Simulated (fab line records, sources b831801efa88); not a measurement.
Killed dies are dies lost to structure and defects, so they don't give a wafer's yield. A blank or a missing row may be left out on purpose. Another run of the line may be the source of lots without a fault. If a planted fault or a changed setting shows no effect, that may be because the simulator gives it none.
fab line records | flow sky130
record: lots: 12 wafers: 36 lastDay: 50
route steps=708 shown SONOS_ONO@185 LDD_HVN@274 SD_N@350 METAL4@626 PAD_OPEN@708
lots untouched by any fault: they come from a run of this same line in which no faults occurred
startH: hours from the record's first day to the start of the lot's first wafer shown | waitH: hours since the lot's step before | " same as the row above | L1.1+2: several wafers, shown together as one row | - either no value or no given start | * or withheld: withheld | < > ~ a bound
route shown NAME@n: NAME is a module with steps in the file, n the number in the route of the first one | usual: mean/standard deviation taken from wafers without a fault | same: alike in all rows | chamber/n: place in a boat | sites: each site's reading | _std_site: the values' standard deviation | _edge_site: mean of outer sites minus mean of inner sites | radiusMm: for every site, how far away it sits from the centre of the wafer | mask NAME#n: copy n | behind: tool/chamber where the wafer was last shaped | hold: what put the lot on hold/how long, in hours/how the hold closed | device: transistor that didn't switch, given as n, p or np | end of line: the route-end tests of the same wafers | where a step has no rows: the recipe by itself | killed: count of dies lost to structure and defects at first sort (not the wafer's yield) | map: per-die view of a wafer (x killed, . not killed, _ where there is no die)
set.NAME: setting as actually run; set.NAME@STEP: the setting as run at that earlier step | model.NAME: the simulator's own value behind a step, which no gauge read
steps of the route over a sample of lots; a table a step, a row a wafer
services: from which hour (startH, from the record's first day; less than 0 if before it) a tool's chamber was out of use, for how many hours, and why
== steps ==
step: SKY_SONOS_ONO_STRIP_17
recipe: chemistry: O2/N2 powerW: 1400 pressureMtorr: 1500 platenTempC: withheld o2FlowSccm: 3000 n2FlowSccm: 300 overashFraction: 0.5
usual: drypumpMotorCurrentA: 5.6/0.39 oesProductAu: 0.710/0.0045 stripTimeToEndpointS: 14.11/0.04
columns lot.wafer tool chamber startH waitH drypumpMotorCurrentA oesProductAu rfHoursCounterH stripTimeToEndpointS
L888.1 plasmaAsher-02 0 269.70 0.0 6.0 0.707 15 14.16
L888.4 " 1 " " 6.0 0.710 - 14.13
L888.6 " 0 " " 6.0 0.709 - 14.14
L889.1 plasmaAsher-01 0 280.72 0.0 5.6 0.708 58 14.21
L889.2 " 1 " " 4.9 0.714 58 14.17
L889.5 " 1 " " 4.9 0.703 - 14.19
L890.2 plasmaAsher-04 0 295.88 0.0 5.5 0.705 61 14.14
L890.4 " 1 " " 5.3 0.708 - 14.15
L890.5 " 1 " " 5.3 0.706 - 14.17
L891.1 plasmaAsher-02 1 305.03 0.0 6.0 0.704 18 14.19
L891.5 " 1 " " 6.0 0.710 - 14.17
L891.6 " 0 " " 6.0 0.703 - 14.20
L894.1 plasmaAsher-01 1 324.65 0.0 4.8 0.712 63 14.08
L894.2 " 0 " " 5.6 0.719 63 14.04
L894.4 " 1 " " 4.9 0.709 - 14.04
L895.3 plasmaAsher-04 0 336.43 0.0 5.5 0.712 - 14.17
L895.4 " 1 " " 5.3 0.710 - 14.13
L895.5 " 1 " " 5.3 0.710 - 14.16
L896.1 plasmaAsher-02 0 336.70 0.0 6.0 0.706 22 14.09
L896.2 " 1 " " 6.0 0.721 22 14.10
L896.4 " 0 " " 6.0 0.709 - 14.15
L897.3 plasmaAsher-01 0 361.69 0.0 5.6 0.703 - 14.09
L897.5 " 0 " " 5.6 0.709 - 14.09
L897.6 " 1 " " 4.9 0.716 - 14.10
L898.2 plasmaAsher-02 0 361.96 0.0 6.0 0.714 24 14.09
L898.3 " 0 " " 6.0 0.714 - 14.10
L898.6 " 0 " " 6.0 0.704 - 14.04
L904.1 plasmaAsher-02 0 427.81 0.0 6.0 0.715 30 14.08
L904.2 " 1 " " 6.0 0.709 30 14.07
L904.5 " 1 " " 6.0 0.703 - 14.10
L906.1 plasmaAsher-04 0 452.15 0.0 5.5 0.703 2 14.16
L906.4 " 0 " " 5.6 0.706 - 14.12
L906.6 " 1 " " 5.3 0.706 - 14.12
L910.1 plasmaAsher-04 1 471.70 0.0 5.3 0.711 4 14.08
L910.2 " 0 " " 5.5 0.707 4 14.07
L910.3 " 1 " " 5.3 0.701 - 14.08
step: SKY_LDD_HVN_OVL_MEAS_07
usual: LDD_HVN_OVL: 1.0/1.5
columns lot.wafer tool chamber startH waitH LDD_HVN_OVL[nm]
L888.1 overlay-02 - 452.27 0.1 1.8
L888.4 " - " " 2.3
L888.6 " - " " 0.6
L889.1 overlay-01 - 461.78 0.1 1.0
L889.2 " - " " 1.3
L889.5 " - " " 0.5
L890.2 overlay-01 - 483.13 0.1 1.6
L890.4 " - " " 2.8
L890.5 " - " " 0.7
L891.1 overlay-01 - 489.87 0.1 -0.7
L891.5 " - " " -2.8
L891.6 " - " " -4.1
L894.1 overlay-01 - 516.87 0.1 2.1
L894.2 " - " " 2.0
L894.4 " - " " 2.5
L895.3 overlay-02 - 526.59 0.1 1.6
L895.4 " - " " 2.6
L895.5 " - " " 2.5
L896.1 overlay-02 - 529.88 0.1 -2.8
L896.2 " - " " -1.1
L896.4 " - " " -0.1
L897.3 overlay-02 - 551.88 0.1 0.6
L897.5 " - " " -0.5
L897.6 " - " " 0.7
L898.2 overlay-01 - 553.29 0.1 4.1
L898.3 " - " " 2.8
L898.6 " - " " 2.4
L904.1 overlay-02 - 620.24 0.1 -2.0
L904.2 " - " " -0.1
L904.5 " - " " -0.9
L906.1 overlay-01 - 643.47 0.1 0.6
L906.4 " - " " 2.5
L906.6 " - " " 1.6
L910.1 overlay-02 - 657.73 0.1 0.0
L910.2 " - " " 1.7
L910.3 " - " " 1.0
step: SKY_SD_N_OVL_MEAS_08
usual: SD_N_OVL: 0.6/1.3
columns lot.wafer tool chamber startH waitH SD_N_OVL[nm]
L888.1 overlay-01 - 634.68 0.1 -1.2
L888.4 " - " " 0.0
L888.6 " - " " -0.6
L889.1 overlay-01 - 641.20 0.1 -2.2
L889.2 " - " " -1.0
L889.5 " - " " 0.1
L890.2 overlay-02 - 661.21 0.1 0.2
L890.4 " - " " 1.9
L890.5 " - " " 0.8
L891.1 overlay-01 - 668.39 0.1 0.3
L891.5 " - " " 0.3
L891.6 " - " " 1.4
L894.1 overlay-02 - 694.48 0.1 2.6
L894.2 " - " " 0.7
L894.4 " - " " 1.9
L895.3 overlay-01 - 700.52 0.1 1.6
L895.4 " - " " 1.8
L895.5 " - " " 1.9
L896.1 overlay-01 - 702.31 0.1 1.8
L896.2 " - " " 0.5
L896.4 " - " " 0.8
L897.3 overlay-01 - 723.64 0.1 -0.4
L897.5 " - " " 0.4
L897.6 " - " " 0.3
L898.2 overlay-02 - 726.52 0.1 0.2
L898.3 " - " " -1.7
L898.6 " - " " -1.5
L904.1 overlay-02 - 788.45 0.1 1.5
L904.2 " - " " 1.3
L904.5 " - " " 2.0
L906.1 overlay-02 - 816.80 0.1 -1.7
L906.4 " - " " -1.9
L906.6 " - " " -0.4
L910.1 overlay-01 - 824.15 0.1 1.8
L910.2 " - " " 1.7
L910.3 " - " " 1.5
step: SKY_METAL4_EXPOSE_10
recipe: maskId: MM4 na: 0.68 sourceShape: annular sigmaInner: 0.4 sigmaOuter: 0.8 targetCdNm: 300 doseMj: 28
usual: exposureDoseMJCm2: 27.96/0.031 reticleTempC: 22.99/0.096
columns lot.wafer tool chamber startH waitH mask exposureDoseMJCm2 reticleTempC
L888.1 krfScanner-02 0 958.94 - MM4#0 27.91 22.83
L888.4 " 0 " " MM4#0 27.93 22.97
L888.6 " 0 " " MM4#0 27.98 22.82
L889.1 krfScanner-01 0 961.99 - MM4#0 27.93 22.97
L889.2 " 0 " " MM4#0 27.95 23.14
L889.5 " 0 " " MM4#0 28.00 23.07
L890.2 krfScanner-01 0 979.60 - MM4#0 27.95 23.06
L890.4 " 0 " " MM4#0 27.94 22.93
L890.5 " 0 " " MM4#0 27.95 22.96
L891.1 krfScanner-01 0 984.89 - MM4#0 27.94 23.12
L891.5 " 0 " " MM4#0 27.94 23.10
L891.6 " 0 " " MM4#0 27.96 22.99
L894.1 krfScanner-02 0 1005.07 - MM4#0 27.96 23.05
L894.2 " 0 " " MM4#0 27.92 23.04
L894.4 " 0 " " MM4#0 27.96 23.07
L895.3 krfScanner-02 0 1012.08 - MM4#0 27.56 22.89
L895.4 " 0 " " MM4#0 27.58 22.87
L895.5 " 0 " " MM4#0 27.61 23.08
L896.1 krfScanner-02 0 1013.64 - MM4#0 27.58 23.04
L896.2 " 0 " " MM4#0 27.55 23.06
L896.4 " 0 " " MM4#0 27.58 22.97
L897.3 krfScanner-02 0 1027.08 - MM4#0 27.73 23.00
L897.5 " 0 " " MM4#0 27.71 22.89
L897.6 " 0 " " MM4#0 27.74 22.85
L898.2 krfScanner-02 0 1032.41 - MM4#0 27.71 22.94
L898.3 " 0 " " MM4#0 27.71 23.00
L898.6 " 0 " " MM4#0 27.67 22.94
L904.1 krfScanner-01 0 1083.71 - MM4#0 27.93 22.93
L904.2 " 0 " " MM4#0 27.93 22.90
L904.5 " 0 " " MM4#0 27.94 22.92
L906.1 krfScanner-01 0 1106.81 - MM4#0 27.88 23.07
L906.4 " 0 " " MM4#0 27.93 22.95
L906.6 " 0 " " MM4#0 27.94 23.13
L910.1 krfScanner-01 0 1113.96 - MM4#0 27.92 23.01
L910.2 " 0 " " MM4#0 27.93 22.87
L910.3 " 0 " " MM4#0 27.95 22.92
step: SKY_PAD_OPEN_PROBE_99
usual: defectLimitedYield: 82.8/1.7 killed_at_M0_to_M3: 43/6.2 killed_at_M4_up: 2.8/1.7 killedAtContacts: 24/4.8 killedAtFrontEnd: 15/4.3 killedAtOther: 0.3/0.55 killedDies: 85/8.4 killedOpen: 46/6.7 killedShort: 38/6.2 sort_bin_3_pad_short: 0.9/0.46 sort_bin_5_function: 10.2/1.3 sort_bin_6_memory: 6.1/0.9 sortNPass: 407/8.4 sortYieldPct: 82.8/1.7
same: grossDies: 492 killedAtBackSide: 0 sort_bin_4_leakage[%]: 0 sort_bin_8_speed[%]: 0
columns lot.wafer tool chamber startH waitH defectLimitedYield[%] killed_at_M0_to_M3 killed_at_M4_up killedAtContacts killedAtFrontEnd killedAtOther killedDies killedOpen killedShort sort_bin_3_pad_short[%] sort_bin_5_function[%] sort_bin_6_memory[%] sortNPass sortYieldPct[%]
L896.1 prober-01 - 1116.57 0.1 82.3 41 3 23 20 0 87 51 36 0.8 10.8 6.1 405 82.3
L896.2 prober-01 - 1116.62 0.1 81.1 38 3 26 26 0 93 57 36 0.8 12.0 6.1 399 81.1
L896.4 prober-01 - 1116.72 0.2 80.3 45 3 31 18 0 97 63 34 1.0 12.6 6.1 395 80.3
L897.3 prober-02 - 1125.51 0.2 80.1 53 0 29 15 1 98 64 34 1.0 12.4 6.5 394 80.1
L897.5 prober-02 - 1125.61 0.2 84.1 43 1 23 11 0 78 47 31 0.4 9.1 6.3 414 84.1
L897.6 prober-02 - 1125.66 0.2 82.1 45 2 27 13 1 88 48 40 0.8 12.0 5.1 404 82.1
L906.1 prober-02 - 1194.37 0.1 82.7 35 7 31 12 0 85 49 36 0.6 11.2 5.5 407 82.7
L906.4 prober-02 - 1194.52 0.2 84.3 33 2 28 14 0 77 39 38 0.8 10.2 4.7 415 84.3
L906.6 prober-02 - 1194.62 0.2 86.0 35 2 19 13 0 69 43 26 0.2 8.5 5.3 423 86.0
killed by level:class
L896.1 LI_CONTACT:geometricParticle:open=9 VIA1:geometricParticle:open=8 VIA3:geometricParticle:open=7 POLY_GATE:geometricParticle:open=7 CONTACT:geometricParticle:short=7 VIA2:geometricParticle:open=7 METAL1:geometricParticle:short=4 CONTACT:geometricParticle:open=4
L896.2 LI_CONTACT:geometricParticle:open=10 VIA1:geometricParticle:open=8 CONTACT:geometricParticle:open=8 FIELD_ISO:geometricParticle:open=7 VIA2:geometricParticle:open=7 POLY_GATE:geometricParticle:short=6 VIA3:geometricParticle:open=6 VIA3:geometricParticle:short=5
L896.4 CONTACT:geometricParticle:open=13 LI_CONTACT:geometricParticle:open=11 VIA2:geometricParticle:open=11 VIA1:geometricParticle:open=10 POLY_GATE:geometricParticle:open=7 VIA3:geometricParticle:open=6 VIA1:geometricParticle:short=5 FIELD_ISO:geometricParticle:short=4
L897.3 VIA1:geometricParticle:open=15 CONTACT:geometricParticle:open=12 LI_CONTACT:geometricParticle:open=10 FIELD_ISO:geometricParticle:open=8 METAL2:geometricParticle:short=7 VIA3:geometricParticle:open=6 VIA1:geometricParticle:short=6 CONTACT:geometricParticle:short=4
L897.5 VIA1:geometricParticle:open=11 CONTACT:geometricParticle:open=10 CONTACT:geometricParticle:short=5 VIA3:geometricParticle:open=5 POLY_GATE:geometricParticle:short=4 METAL2:geometricParticle:open=4 POLY_GATE:geometricParticle:open=3 LI_CONTACT:geometricParticle:short=3
L897.6 CONTACT:geometricParticle:open=11 VIA2:geometricParticle:open=7 LI_CONTACT:geometricParticle:open=6 VIA1:geometricParticle:open=6 METAL2:geometricParticle:short=6 VIA3:geometricParticle:open=6 FIELD_ISO:geometricParticle:short=5 CONTACT:geometricParticle:short=5
L906.1 CONTACT:geometricParticle:open=10 VIA1:geometricParticle:open=9 CONTACT:geometricParticle:short=8 LI_CONTACT:geometricParticle:open=7 VIA2:geometricParticle:open=6 FIELD_ISO:geometricParticle:open=5 VIA2:geometricParticle:short=4 POLY_GATE:geometricParticle:open=3
L906.4 CONTACT:geometricParticle:open=10 VIA2:geometricParticle:open=8 VIA1:geometricParticle:open=7 CONTACT:geometricParticle:short=6 LOCAL_INTERCONNECT:geometricParticle:short=5 LI_CONTACT:geometricParticle:short=4 METAL1:geometricParticle:short=4 METAL2:geometricParticle:short=4
L906.6 CONTACT:geometricParticle:open=10 VIA1:geometricParticle:open=7 LI_CONTACT:geometricParticle:open=6 VIA3:geometricParticle:open=6 METAL1:geometricParticle:short=5 VIA1:geometricParticle:short=4 VIA2:geometricParticle:open=4 METAL2:geometricParticle:short=4
== services ==
columns tool chamber startH hours kind
krfScanner-01 - 255.57 1.0 repair
krfScanner-01 - 260.81 0.8 pm
krfScanner-01 - 278.33 1.3 pm
krfScanner-02 - 288.35 0.8 pm
krfScanner-02 - 378.32 0.7 repair
krfScanner-02 - 386.21 1.3 pm
krfScanner-01 - 397.65 0.4 repair
krfScanner-01 - 405.40 1.0 pm
krfScanner-02 - 409.04 1.0 pm
krfScanner-02 - 410.46 3.6 pm
krfScanner-01 - 419.47 3.6 pm
krfScanner-01 - 424.00 1.7 repair
krfScanner-01 - 429.61 0.8 pm
krfScanner-02 - 454.20 4.0 pm
krfScanner-01 - 458.22 1.3 pm
krfScanner-02 - 459.52 0.8 pm
krfScanner-01 - 471.85 4.4 pm
krfScanner-02 - 507.00 5.2 repair
krfScanner-01 - 548.97 4.0 pm
krfScanner-02 - 562.11 1.3 pm
krfScanner-01 - 574.31 1.0 pm
krfScanner-01 - 575.96 0.4 repair
krfScanner-02 - 578.04 1.0 pm
krfScanner-01 - 580.50 0.6 repair
== key ==
firstSign: step: SKY_METAL4_EXPOSE_10 reading: exposureDoseMJCm2 direction: down sigmas: 10 usual: * struck: *
effect none on later readings
metAt SKY_METAL4_EXPOSE_10
struckLots L895,L896,L897,L898
loopTrim: step: SKY_METAL4_EXPOSE_10 setting: dose lots: L897,L898
notActingAt SKY_SONOS_ONO_STRIP_17,SKY_LDD_HVN_OVL_MEAS_07,SKY_SD_N_OVL_MEAS_08
onsetBetween 1005.07 1012.08
fault: kind: processParameterDrift tool: krfScanner-02 chamber: - onsetH: 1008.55 steps: SKY_METAL4_EXPOSE_10 channel: doseMj offset: -0.43169 shape: step actsIn: theseRecipesOnly stated: 28
loopTrim: a control loop set the setting to another value than it would have without faults
